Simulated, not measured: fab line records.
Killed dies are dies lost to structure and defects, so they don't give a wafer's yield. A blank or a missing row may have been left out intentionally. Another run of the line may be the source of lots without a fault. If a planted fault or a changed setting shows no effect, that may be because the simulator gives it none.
Which of the tools did it?	flow sky130	14 lots, 42 wafers sampled, at 3 steps of a route of 708

WHAT THE GAUGES READ, wafer by wafer
SKY_NWELL_OVL_MEAS_10. Usual: for NWELL_00_OVL the level is -0.7 nm and the standard deviation is 1.6.
lot	measured	on	NWELL_00_OVL (nm)	flag
L969	day 4 13:10	overlay-02	-1.7 -1.2 1.4	
L972	day 5 03:49	overlay-02	2.7 2.5 1.8	
L973	day 5 09:16	overlay-01	-1.2 1.7 -0.7	
L974	day 5 14:16	overlay-01	-0.3 -0.9 -0.8	
L975	day 5 20:49	overlay-02	0.5 -0.8 0.4	
L979	day 7 03:13	overlay-01	-0.4 -2.9 -3.2	
L978	day 7 03:31	overlay-01	-0.4 -0.1 -0.9	
L980	day 7 03:40	overlay-02	0.8 1.9 -0.3	
L981	day 7 12:37	overlay-01	-0.7 -2.0 -2.1	
L982	day 7 15:31	overlay-01	0.2 -1.9 0.5	
L989	day 9 08:04	overlay-02	1.3 1.3 1.1	
L990	day 9 14:13	overlay-02	-2.9 -1.1 -2.0	
L991	day 9 19:40	overlay-02	-2.6 -0.9 -1.7	
L992	day 10 04:01	overlay-01	0.7 -1.7 -1.0	

SKY_VT_ADJUST_HVTR_OVL_MEAS_08. Usual: for VT_ADJUST_HVTR_OVL the level is 0.2 nm and the standard deviation is 1.4.
lot	measured	on	VT_ADJUST_HVTR_OVL (nm)	flag
L969	day 9 09:35	overlay-02	1.1 0.7 0.1	
L972	day 10 02:59	overlay-02	-0.1 -0.4 1.0	
L973	day 10 09:54	overlay-02	1.2 -1.7 1.7	
L974	day 10 17:50	overlay-01	1.1 -1.0 1.5	
L975	day 11 02:38	overlay-01	0.1 -1.3 -3.1	
L979	day 12 16:11	overlay-02	1.9 1.5 -0.3	
L978	day 12 17:07	overlay-01	1.1 0.2 1.4	
L980	day 12 17:17	overlay-02	2.4 2.5 2.4	
L981	day 13 05:26	overlay-01	-0.7 -2.6 -1.2	
L982	day 13 09:44	overlay-02	-1.6 -1.4 -0.3	
L989	day 15 11:26	overlay-01	0.6 -1.0 -0.4	
L990	day 15 20:14	overlay-02	0.0 1.7 -0.2	
L991	day 16 03:14	overlay-02	-0.5 2.4 1.1	
L992	day 16 13:17	overlay-02	0.3 0.7 0.5	

SKY_VT_ADJUST_PCH_OVL_MEAS_07. Usual: for VT_ADJUST_PCH_OVL the level is 0.0 nm and the standard deviation is 1.4.
lot	measured	on	VT_ADJUST_PCH_OVL (nm)	flag
L969	day 10 08:22	overlay-02	0.2 -0.3 -1.5	
L972	day 11 01:15	overlay-02	0.2 1.0 1.7	
L973	day 11 09:25	overlay-01	-2.1 -0.9 -1.8	
L974	day 11 17:51	overlay-01	-0.6 0.2 0.3	
L975	day 12 02:09	overlay-01	0.1 0.8 -0.4	
L979	day 13 17:52	overlay-02	2.3 -1.3 -1.2	
L978	day 13 18:34	overlay-01	1.7 0.6 3.0	
L980	day 13 19:10	overlay-01	0.3 0.9 1.1	
L981	day 14 07:16	overlay-01	0.7 0.1 -1.4	
L982	day 14 11:19	overlay-01	-0.8 -0.2 0.2	
L989	day 16 15:13	overlay-01	-0.2 0.6 1.2	
L990	day 17 00:22	overlay-02	-0.3 0.3 0.3	
L991	day 17 08:31	overlay-01	-0.2 0.2 -0.6	
L992	day 17 18:01	overlay-01	1.5 -0.8 -1.0	

WHICH TOOL RAN EACH LOT (tool, then ch and the chambers of the sampled wafers, then the start)
Before these readings, the record contains no process step.

AS READ BY THE TOOLS THEMSELVES (means over the sampled wafers that have a number; for cases with no such wafer, the mark the record gives instead)
The record holds no such reading with a usual standard deviation.

THE ANSWER, worked out from the rows above alone
Rule: take the mean of a lot's wafers that have a number; if it is more than 3 standard deviations from the usual mean, the lot is off. A lot without any number at a reading at which 4 lots or more have one is off too. All remaining lots with rows at the step are treated as sound. After the gauges, taken in route order, come the tools' own readings; for these a lot's mean is taken, as printed above. At the first step where some lot is off, the reading lying furthest off is the one used; lots without a number count as furthest.
No lot is off at any reading shown: from this, nothing can be told.

WHAT HAD BEEN PUT IN BY THE SIMULATOR
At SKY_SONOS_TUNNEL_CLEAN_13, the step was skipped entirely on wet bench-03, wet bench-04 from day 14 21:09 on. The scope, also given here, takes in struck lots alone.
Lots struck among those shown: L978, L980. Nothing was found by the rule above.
